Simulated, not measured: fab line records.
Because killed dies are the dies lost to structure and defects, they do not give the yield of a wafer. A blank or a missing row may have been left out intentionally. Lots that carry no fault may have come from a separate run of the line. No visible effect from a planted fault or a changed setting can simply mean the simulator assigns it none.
fab line records	flow sky130
record lots=6	wafers=17	last_day=48
route steps=708 shown METAL3@570 VIA3@573 PAD_OPEN@708
lots with no fault: from the same line, run without faults
start_h: start of the lot's first displayed wafer, in hours after the record's first day	wait_h: hours since the lot's step before	" repeats the value in the row above	L1.1+2: a single row standing in for several wafers	- no value, or no start given	* or withheld: withheld	< > ~ a bound
route shown NAME@n: NAME is a module with steps in the file, n the number in the route of the first one	usual: average and standard deviation across the fault-free wafers	same: alike in all rows	chamber/n: place in a boat	sites: the reading at each site	_std_site: the values' standard deviation	_edge_site: mean of outer sites minus mean of inner sites	radius_mm: how far each site lies from the wafer's centre	mask NAME#n: copy n	behind: the most recent tool/chamber to have shaped the wafer	hold: reason for holding the lot/hours on hold/outcome of the hold	device: which transistor (n, p or np) failed to switch	end of line: the route-end tests of the same wafers	for a step that has no rows: nothing shown but its recipe	killed: the dies lost at the first sort to structure and to defects; this is not the yield of the wafer	map: the dies of a wafer, with x for killed, . for not killed, _ for no die there
set.NAME: the setting the step ran with; set.NAME@STEP: the setting that earlier step ran with	model.NAME: the simulator's own value behind a step, which no gauge read
lots at some steps of the route; a table a step, a row a wafer
services: a tool's chamber out of use, with start hour (start_h, from the record's first day; less than 0 if before it), hours out, and reason
## steps
# step SKY_METAL3_STRIP_20
# recipe chemistry=post_etch_residue_remover	time_s=1200	temp_c=72.5
# step SKY_METAL3_CLEAN_21
# recipe chemistry=IPA	time_s=180	temp_c=25
# step SKY_METAL3_CLEAN_22
# recipe chemistry=O3/DIW	dry=n2_spin
# step SKY_VIA3_HDPCVD_00
# recipe material=SiO2	target_thk_nm=1635	sigma_open_frac=0.3	time_s=272.5	temp_c=400	sih4_flow_sccm=60	pressure_mtorr=6
# step SKY_VIA3_THK_MEAS_01
# recipe reads=SiO2_of_VIA3_HDPCVD_00
# usual VIA3_HDPCVD_THK=1627/23
lot.wafer	tool	chamber	start_h	wait_h	VIA3_HDPCVD_THK[nm]
L836.1	film_metro-02	-	910.45	0.1	1634
L836.2	"	-	"	"	1620
L836.4	"	-	"	"	1639
L837.2	film_metro-03	-	917.22	0.1	1669
L837.4	"	-	"	"	1652
L837.5	"	-	"	"	1636
L844.1	film_metro-04	-	987.71	0.1	1578
L844.4	"	-	"	"	1620
L845.1	film_metro-03	-	990.19	0.1	1603
L845.4	"	-	"	"	1579
L845.5	"	-	"	"	1629
L847.1	film_metro-03	-	991.34	0.1	1629
L847.2	"	-	"	"	1603
L847.6	"	-	"	"	1608
L849.1	film_metro-04	-	1000.81	0.1	1666
L849.4	"	-	"	"	1646
L849.5	"	-	"	"	1660
# step SKY_VIA3_CMP_02
# recipe material=SiO2	down_force_psi=4	platen_rpm=60	pad_velocity_m_s=0.94248
# usual motor_current_A=12.3/1.5
lot.wafer	tool	chamber	start_h	wait_h	motor_current_A
L836.4	cmp-02	0	910.88	0.4	12.2
L836.2	"	2	"	"	13.4
L836.1	"	3	"	"	13.4
L837.4	cmp-02	2	917.27	0.0	13.3
L837.2	"	0	"	"	12.2
L837.5	"	3	"	"	13.5
L844.4	cmp-02	1	987.82	0.1	13.6
L844.1	"	3	"	"	13.1
L845.1	cmp-01	0	990.30	0.1	9.7
L845.4	"	1	"	"	12.4
L845.5	"	3	"	"	10.4
L847.2	cmp-01	3	991.45	0.1	10.6
L847.1	"	0	"	"	9.5
L847.6	"	3	"	"	10.5
L849.4	cmp-01	2	1000.92	0.1	13.7
L849.1	"	3	"	"	10.0
L849.5	"	1	"	"	12.9
# step SKY_VIA3_BOW_MEAS_03
# recipe mode=bow
# usual VIA3_BOW=79/7.8
lot.wafer	tool	chamber	start_h	wait_h	VIA3_BOW[um]
L836.1	film_metro-02	-	911.18	0.1	79
L836.2	"	-	"	"	73
L836.4	"	-	"	"	72
L837.2	film_metro-03	-	917.59	0.2	92
L837.4	"	-	"	"	87
L837.5	"	-	"	"	82
L844.1	film_metro-02	-	988.07	0.1	73
L844.4	"	-	"	"	76
L845.1	film_metro-04	-	990.55	0.2	83
L845.4	"	-	"	"	91
L845.5	"	-	"	"	92
L847.1	film_metro-04	-	991.70	0.1	79
L847.2	"	-	"	"	77
L847.6	"	-	"	"	79
L849.1	film_metro-02	-	1001.17	0.1	81
L849.4	"	-	"	"	72
L849.5	"	-	"	"	72
# step SKY_VIA3_DEHYDRATE_04
# recipe temp_c=200	time_s=60
# step SKY_VIA3_HMDS_05
# recipe prime_time_s=60	prime_temp_c=120
# step SKY_VIA3_COAT_06
# recipe resist=BARC	temp_c=withheld	time_s=withheld	spin_rpm=3000	resist_thk_nm=60
# step SKY_VIA3_COAT_07
# recipe resist=KrF-thick	spin_rpm=3000	resist_thk_nm=450
# step SKY_VIA3_SOFTBAKE_08
# recipe temp_c=100	time_s=90	resist=KrF-thick
# step SKY_VIA3_EXPOSE_09
# recipe mask_id=VIM3	na=0.8	source_shape=annular	sigma_inner=0.55	sigma_outer=0.85	target_cd_nm=200	dose_mj=38
# usual exposure_dose_mJ_cm2=38.01/0.039	stage_vel_mm_s=500.05/0.24
# same na=0.8
lot.wafer	tool	chamber	start_h	wait_h	mask	exposure_dose_mJ_cm2	stage_vel_mm_s
L836.1	krf_scanner-02	0	924.69	-	VIM3#0	38.09	500.24
L836.2	"	0	"	"	VIM3#0	38.07	500.10
L836.4	"	0	"	"	VIM3#0	38.07	500.06
L837.2	krf_scanner-01	0	932.12	-	VIM3#0	37.97	499.91
L837.4	"	0	"	"	VIM3#0	38.05	499.69
L837.5	"	0	"	"	VIM3#0	38.05	500.34
L844.1	krf_scanner-01	0	1000.71	-	VIM3#0	38.30	500.06
L844.4	"	0	"	"	VIM3#0	38.39	499.88
L845.1	krf_scanner-01	0	1003.39	-	VIM3#0	38.35	499.84
L845.4	"	0	"	"	VIM3#0	38.36	500.03
L845.5	"	0	"	"	VIM3#0	38.37	500.04
L847.1	krf_scanner-02	0	1005.00	-	VIM3#0	37.95	500.33
L847.2	"	0	"	"	VIM3#0	37.97	499.92
L847.6	"	0	"	"	VIM3#0	37.97	500.10
L849.1	krf_scanner-02	0	1013.06	-	VIM3#0	38.01	500.01
L849.4	"	0	"	"	VIM3#0	38.04	499.92
L849.5	"	0	"	"	VIM3#0	38.07	500.48
# step SKY_VIA3_PEB_10
# recipe peb_temp_c=withheld	peb_time_s=withheld	resist=KrF-thick
# step SKY_VIA3_DEVELOP_11
# recipe develop_time_s=60	resist=KrF-thick	dev_temp_c=21
# step SKY_VIA3_CD_MEAS_12
# recipe target_cd_nm=200
# usual cd_nm=200.0/1.4
lot.wafer	tool	chamber	start_h	wait_h	cd_nm
L836.1	cd_sem-01	-	936.89	-	201.2
L836.2	"	-	"	"	200.0
L836.4	"	-	"	"	201.2
L837.2	cd_sem-01	-	943.90	-	203.2
L837.4	"	-	"	"	202.4
L837.5	"	-	"	"	200.8
L844.1	cd_sem-02	-	1012.28	-	192.7
L844.4	"	-	"	"	181.4
L845.1	cd_sem-02	-	1014.23	-	188.8
L845.4	"	-	"	"	194.4
L845.5	"	-	"	"	190.7
L847.1	cd_sem-01	-	1015.94	-	198.8
L847.2	"	-	"	"	200.2
L847.6	"	-	"	"	199.1
L849.1	cd_sem-02	-	1024.43	-	200.8
L849.4	"	-	"	"	200.3
L849.5	"	-	"	"	200.3
# step SKY_VIA3_OVL_MEAS_13
# usual VIA3_OVL=0/4.1
lot.wafer	tool	chamber	start_h	wait_h	VIA3_OVL[nm]
L836.1	overlay-02	-	937.01	0.1	-4
L836.2	"	-	"	"	-2
L836.4	"	-	"	"	-2
L837.2	overlay-01	-	944.00	0.1	4
L837.4	"	-	"	"	-2
L837.5	"	-	"	"	-1
L844.1	overlay-02	-	1012.40	0.1	3
L844.4	"	-	"	"	3
L845.1	overlay-02	-	1014.35	0.1	1
L845.4	"	-	"	"	-6
L845.5	"	-	"	"	-6
L847.1	overlay-02	-	1016.06	0.1	-4
L847.2	"	-	"	"	-1
L847.6	"	-	"	"	-6
L849.1	overlay-01	-	1024.55	0.1	6
L849.4	"	-	"	"	3
L849.5	"	-	"	"	2
# step SKY_VIA3_ETCH_14
# recipe chemistry=N2/H2	target=BARC	ion_energy_ev=200	source_w=500	bias_w=100	pressure_mtorr=30	n2_flow_sccm=100	h2_flow_sccm=200	stop_on=SiO2	time_s=45.9	target_depth_a=600
# usual drypump_motor_current_A=5.7/0.6	oes_product_au=0.855/0.0053	throttle_valve_pct=13.225/0.0093
lot.wafer	tool	chamber	start_h	wait_h	drypump_motor_current_A	oes_product_au	rf_hours_counter_h	throttle_valve_pct	model.VIA3.cd_nm
L836.1	rie_diel-02	3	937.04	0.0	6.8	0.851	16	13.233	200.6
L836.2	"	2	"	"	5.5	0.836	22	13.233	199.8
L836.4	"	1	"	"	5.5	0.850	12	13.219	200.7
L837.2	rie_diel-04	2	944.03	0.0	5.0	0.850	14	13.210	202.5
L837.4	"	1	"	"	6.3	0.846	6	13.214	202.6
L837.5	"	2	"	"	5.0	0.852	-	13.245	200.9
L844.1	rie_diel-03	1	1012.43	0.0	5.4	0.860	14	13.233	192.8
L844.4	"	3	"	"	5.2	0.864	6	13.234	182
L845.1	rie_diel-02	3	1014.38	0.0	6.8	0.854	19	13.219	187.6
L845.4	"	0	"	"	6.3	0.852	20	13.232	195.3
L845.5	"	3	"	"	6.8	0.855	-	13.219	189.9
L847.1	rie_diel-03	0	1016.09	0.0	6.3	0.857	27	13.216	198
L847.2	"	3	"	"	5.2	0.855	6	13.236	200.1
L847.6	"	1	"	"	5.4	0.852	-	13.225	199.3
L849.1	rie_diel-04	3	1024.58	0.0	5.2	0.859	23	13.231	201
L849.4	"	2	"	"	5.0	0.860	16	13.226	199.9
L849.5	"	2	"	"	5.0	0.860	-	13.236	200.3
# step SKY_VIA3_ETCH_15
# recipe target=SiO2	chemistry=C4F8/O2/Ar	target_depth_nm=507	stop_on=TiN	mask_material=KrF-thick	source_w=1500	bias_w=1200	pressure_mtorr=40	c4f8_flow_sccm=withheld	O2_flow_sccm=6	Ar_flow_sccm=300	time_s=78
# usual oes_product_au=0.946/0.0046
lot.wafer	tool	chamber	start_h	wait_h	oes_product_au	rf_hours_counter_h	model.VIA3.cd_nm
L836.1	rie_diel-02	3	937.08	0.0	0.944	16	199.6
L836.2	"	2	"	"	0.948	22	198
L836.4	"	1	"	"	0.959	12	200.3
L837.2	rie_diel-04	2	944.07	0.0	0.948	14	203.5
L837.4	"	1	"	"	0.938	6	201.9
L837.5	"	2	"	"	0.943	-	200.6
L844.1	rie_diel-03	1	1012.47	0.0	0.938	14	190.8
L844.4	"	3	"	"	0.948	6	177.1
L845.1	rie_diel-02	3	1014.42	0.0	0.943	19	187.4
L845.4	"	0	"	"	0.953	20	196.7
L845.5	"	3	"	"	0.953	-	192.7
L847.1	rie_diel-03	0	1016.13	0.0	0.946	27	196.6
L847.2	"	3	"	"	0.948	6	198.4
L847.6	"	1	"	"	0.952	-	199.7
L849.1	rie_diel-04	3	1024.62	0.0	0.948	23	201.7
L849.4	"	2	"	"	0.941	16	199.2
L849.5	"	2	"	"	0.942	-	200.8
# step SKY_VIA3_STRIP_16
# recipe chemistry=O2/N2	power_w=1400	pressure_mtorr=1500	platen_temp_c=withheld	o2_flow_sccm=3000	n2_flow_sccm=300	overash_fraction=0.5
# usual drypump_motor_current_A=5.85/0.26	oes_product_au=0.402/0.0051	strip_time_to_endpoint_s=4.123/0.026
lot.wafer	tool	chamber	start_h	wait_h	drypump_motor_current_A	oes_product_au	rf_hours_counter_h	strip_time_to_endpoint_s
L836.1	plasma_asher-03	1	937.14	0.0	5.84	0.395	48	4.074
L836.2	"	0	"	"	5.44	0.404	48	4.064
L836.4	"	1	"	"	5.85	0.388	-	4.067
L837.2	plasma_asher-01	0	944.13	0.0	6.31	0.400	112	4.091
L837.4	"	1	"	"	5.79	0.402	-	4.141
L837.5	"	1	"	"	5.80	0.396	-	4.108
L844.1	plasma_asher-02	1	1012.53	0.0	5.73	0.405	24	4.110
L844.4	"	0	"	"	5.90	0.403	-	4.138
L845.1	plasma_asher-01	0	1014.48	0.0	6.32	0.397	119	4.139
L845.4	"	1	"	"	5.81	0.404	-	4.168
L845.5	"	1	"	"	5.80	0.402	-	4.104
L847.1	plasma_asher-01	0	1016.19	0.0	6.30	0.393	119	4.081
L847.2	"	1	"	"	5.80	0.398	119	4.132
L847.6	"	0	"	"	6.31	0.399	-	4.109
L849.1	plasma_asher-02	1	1024.68	0.0	5.74	0.400	25	4.111
L849.4	"	0	"	"	5.91	0.408	-	4.093
L849.5	"	0	"	"	5.90	0.402	-	4.091
# step SKY_PAD_OPEN_PROBE_99
lot.wafer	tool	chamber	start_h	wait_h	model.etest.via3_chain.rc_ohm
L836.1	prober-01	-	1085.99	0.1	9.716
L836.2	prober-01	-	1086.04	0.1	9.532
L836.4	prober-01	-	1086.14	0.2	9.636
L837.2	prober-02	-	1088.10	0.1	9.809
L837.4	prober-02	-	1088.20	0.2	9.635
L837.5	prober-02	-	1088.25	0.2	9.942
L844.1	prober-01	-	1148.84	0.1	10.82
L844.4	prober-01	-	1148.99	0.2	12.49
L845.1	prober-02	-	1150.34	0.1	10.78
L845.4	prober-02	-	1150.49	0.2	9.842
L845.5	prober-02	-	1150.54	0.2	10.09
L847.1	prober-01	-	1151.84	0.1	10.05
L847.2	prober-01	-	1151.89	0.1	10.23
L847.6	prober-01	-	1152.09	0.2	9.601
L849.1	prober-01	-	1157.35	0.1	9.217
L849.4	prober-01	-	1157.50	0.2	9.716
L849.5	prober-01	-	1157.55	0.2	9.396
# killed by level:class
L836.1 VIA1:geometric_particle:open=18 CONTACT:geometric_particle:open=11 LOCAL_INTERCONNECT:geometric_particle:short=8 METAL1:geometric_particle:short=7 VIA1:geometric_particle:short=6 LI_CONTACT:geometric_particle:open=5 METAL2:geometric_particle:short=5 METAL4:geometric_particle:short=4
L836.2 CONTACT:geometric_particle:open=19 LOCAL_INTERCONNECT:geometric_particle:short=9 VIA3:geometric_particle:open=8 VIA1:geometric_particle:open=7 LI_CONTACT:geometric_particle:short=6 METAL1:geometric_particle:short=6 LI_CONTACT:geometric_particle:open=5 CONTACT:geometric_particle:short=4
L836.4 VIA1:geometric_particle:open=14 CONTACT:geometric_particle:open=10 VIA2:geometric_particle:open=6 METAL1:geometric_particle:short=5 POLY_GATE:geometric_particle:short=5 LOCAL_INTERCONNECT:geometric_particle:short=5 VIA1:geometric_particle:short=4 METAL4:geometric_particle:short=4
L837.2 CONTACT:geometric_particle:open=8 VIA1:geometric_particle:open=8 POLY_GATE:geometric_particle:open=7 LI_CONTACT:geometric_particle:open=5 FIELD_ISO:geometric_particle:open=4 VIA2:geometric_particle:open=4 POLY_GATE:geometric_particle:short=3 VIA1:geometric_particle:short=3
L837.4 VIA1:geometric_particle:open=8 POLY_GATE:geometric_particle:short=7 LI_CONTACT:geometric_particle:open=7 CONTACT:geometric_particle:open=7 VIA3:geometric_particle:open=5 METAL2:geometric_particle:short=5 METAL1:geometric_particle:short=4 FIELD_ISO:geometric_particle:short=3
L837.5 VIA1:geometric_particle:open=13 CONTACT:geometric_particle:open=11 POLY_GATE:geometric_particle:short=8 METAL2:geometric_particle:short=8 LI_CONTACT:geometric_particle:open=7 CONTACT:geometric_particle:short=7 LOCAL_INTERCONNECT:geometric_particle:short=6 VIA3:geometric_particle:open=6
L845.1 VIA1:geometric_particle:open=10 METAL2:geometric_particle:short=9 METAL1:geometric_particle:short=7 CONTACT:geometric_particle:open=7 CONTACT:geometric_particle:short=6 VIA1:geometric_particle:short=6 VIA3:geometric_particle:open=6 VIA2:geometric_particle:open=4
L845.4 VIA1:geometric_particle:open=9 METAL1:geometric_particle:short=9 VIA3:geometric_particle:open=6 POLY_GATE:geometric_particle:open=5 LI_CONTACT:geometric_particle:open=5 VIA2:geometric_particle:short=5 CONTACT:geometric_particle:open=5 VIA3:geometric_particle:short=5
L845.5 VIA2:geometric_particle:open=12 VIA1:geometric_particle:open=10 VIA3:geometric_particle:open=7 VIA1:geometric_particle:short=6 FIELD_ISO:geometric_particle:short=5 FIELD_ISO:geometric_particle:open=5 POLY_GATE:geometric_particle:short=5 LI_CONTACT:geometric_particle:open=5
L847.1 VIA1:geometric_particle:open=10 CONTACT:geometric_particle:open=9 LI_CONTACT:geometric_particle:open=7 CONTACT:geometric_particle:short=7 VIA3:geometric_particle:open=7 POLY_GATE:geometric_particle:short=6 POLY_GATE:geometric_particle:open=6 FIELD_ISO:geometric_particle:short=5
L847.2 VIA1:geometric_particle:short=8 VIA2:geometric_particle:open=8 FIELD_ISO:geometric_particle:open=6 METAL2:geometric_particle:short=6 VIA3:geometric_particle:short=6 LI_CONTACT:geometric_particle:open=5 LOCAL_INTERCONNECT:geometric_particle:short=5 CONTACT:geometric_particle:open=5
L847.6 VIA1:geometric_particle:open=13 POLY_GATE:geometric_particle:short=9 VIA2:geometric_particle:open=9 FIELD_ISO:geometric_particle:open=8 LI_CONTACT:geometric_particle:open=8 POLY_GATE:geometric_particle:open=7 CONTACT:geometric_particle:open=6 LI_CONTACT:geometric_particle:short=4
L849.1 CONTACT:geometric_particle:open=11 VIA2:geometric_particle:open=10 METAL2:geometric_particle:short=9 LI_CONTACT:geometric_particle:open=5 VIA1:geometric_particle:open=5 POLY_GATE:geometric_particle:open=4 VIA3:geometric_particle:open=4 VIA1:geometric_particle:short=4
L849.4 VIA1:geometric_particle:open=7 LI_CONTACT:geometric_particle:open=6 VIA3:geometric_particle:open=5 VIA1:geometric_particle:short=4 METAL2:geometric_particle:short=4 VIA2:geometric_particle:open=4 FIELD_ISO:geometric_particle:short=3 FIELD_ISO:geometric_particle:open=3
L849.5 VIA1:geometric_particle:open=9 CONTACT:geometric_particle:open=8 LI_CONTACT:geometric_particle:open=6 CONTACT:geometric_particle:short=6 VIA3:geometric_particle:open=5 METAL4:geometric_particle:short=5 POLY_GATE:geometric_particle:short=4 VIA2:geometric_particle:open=4
## services
tool	chamber	start_h	hours	kind
cmp-01	-	898.91	0.6	repair
cmp-01	-	899.61	5.9	pm
plasma_asher-01	-	905.11	3.0	repair
krf_scanner-02	-	906.04	0.8	pm
cmp-01	-	913.77	4.0	pm
krf_scanner-02	-	914.62	1.3	pm
rie_diel-04	0	917.82	4.9	repair
rie_diel-02	-	926.02	0.2	repair
rie_diel-03	3	937.78	2.5	repair
rie_diel-03	0	942.42	5.4	repair
krf_scanner-01	-	943.02	0.5	repair
cmp-01	-	949.93	0.9	repair
cmp-01	-	958.95	3.0	pm
rie_diel-04	-	958.96	8.2	repair
cmp-01	-	962.74	0.7	repair
cmp-01	-	967.68	1.0	repair
krf_scanner-02	-	969.22	0.4	repair
rie_diel-02	-	969.67	2.8	pm
rie_diel-03	0	975.41	4.7	repair
krf_scanner-02	-	979.87	1.0	pm
rie_diel-04	-	980.94	0.4	repair
rie_diel-02	2	991.44	12.5	repair
rie_diel-04	-	997.98	0.2	repair
cmp-01	-	1001.59	17.6	pm
## key
first_sign step=SKY_VIA3_EXPOSE_09	reading=exposure_dose_mJ_cm2	direction=up	sigmas=9	usual=*	struck=*
effect step=SKY_VIA3_CD_MEAS_12	reading=cd_nm	direction=down	sigmas=7.5	usual=200.0	struck=189.6	through=control_loop
model_effect step=SKY_VIA3_ETCH_14	value=VIA3.cd_nm	without=200.5	struck=189.5
model_effect step=SKY_VIA3_ETCH_15	value=VIA3.cd_nm	without=199.9	struck=189
model_effect step=SKY_PAD_OPEN_PROBE_99	value=etest.via3_chain.rc_ohm	without=9.636	struck=10.8
met_at SKY_VIA3_EXPOSE_09
struck_wafers L844.1,L844.4,L845.1,L845.4,L845.5
sort_left_out L844.1,L844.4
tester_left_out L844
loop_trim step=SKY_VIA3_EXPOSE_09	setting=dose	lots=L844,L845
onset_between 932.12 1000.71
earlier_fault kind=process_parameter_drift	tool=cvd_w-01	chamber=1	onset_h=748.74	steps=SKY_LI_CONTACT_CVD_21	channel=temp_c	offset=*	shape=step	end_h=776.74	acts_in=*	stated=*
fault kind=process_parameter_drift	tool=krf_scanner-01	chamber=-	onset_h=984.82	steps=SKY_VIA3_EXPOSE_09	channel=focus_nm	offset=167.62	spread_by_wafer=0.3	shape=step
# tester_left_out: of these lots the tester's yield and bins aren't shown, on N5 and GAA mostly nor the transistor test; their killed dies are dies lost to structure and defects alone, not to doping, threshold or leakage, so they don't give the yield
# sort_left_out: the simulated sort isn't trusted on such a fault, so these wafers' sort isn't shown, and their yield isn't known
# loop_trim: a control loop set the setting to another value than it would have without faults
